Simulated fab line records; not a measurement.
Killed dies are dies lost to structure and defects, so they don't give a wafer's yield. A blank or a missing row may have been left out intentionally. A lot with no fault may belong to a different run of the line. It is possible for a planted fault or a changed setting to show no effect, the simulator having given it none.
Which of the tools did it? ; flow sky130 ; 33 wafers sampled from 11 lots at 1 step of a route of 708

WHAT THE GAUGES READ, wafer by wafer
SKY_FIELD_ISO_BOW_MEAS_00.
lot;measured;on;INCOMING_BOW (um)
L373;day 2 01:01;film_metro-01;16 4 5
L381;day 3 17:00;film_metro-04;-1 -8 8
L382;day 3 22:01;film_metro-03;-5 -4 -3
L383;day 4 03:01;film_metro-01;1 7 6
L387;day 4 23:01;film_metro-01;5 -1 -2
L388;day 5 04:02;film_metro-03;-3 -2 -6
L389;day 5 09:00;film_metro-03;0 -7 8
L390;day 5 14:02;film_metro-03;5 -2 -3
L391;day 5 19:00;film_metro-01;-1 -6 1
L392;day 6 00:04;film_metro-04;-3 4 -6
L393;day 6 05:01;film_metro-04;-4 -4 -4

TOOL THAT RAN EACH LOT (tool first, then ch and the chambers of the sampled wafers, then the start)
Record: no process step prior to these readings.

AS READ BY THE TOOLS THEMSELVES (means over the sampled wafers that have a number; for cases with no such wafer, the mark the record gives instead)
The record holds no such reading with a usual standard deviation.

THE ANSWER, worked out from the rows above alone
Rule: what is usual is taken from the lots themselves. Put in order of their means at a reading, lots are off if they are a third of the lots or fewer, leave a main group of 4 or more, and stand apart from it by a gap of 3 or more times the standard deviation of the main group's means; of several such gaps the widest counts. The tables above print the reading to a certain number of digits; a main group whose means all agree to those digits is not used. A lot without any number at a reading at which 4 lots or more have one is off too. Where the step has rows for the other lots, those lots are counted as sound. After the gauges, taken in route order, come the tools' own readings; for these a lot's mean is taken, as printed above. At the first step where some lot is off, the reading lying furthest off is the one used; lots without a number count as furthest.
Across all readings shown, no lot is off: no conclusion can be drawn from this.

WHAT HAD BEEN PUT IN BY THE SIMULATOR
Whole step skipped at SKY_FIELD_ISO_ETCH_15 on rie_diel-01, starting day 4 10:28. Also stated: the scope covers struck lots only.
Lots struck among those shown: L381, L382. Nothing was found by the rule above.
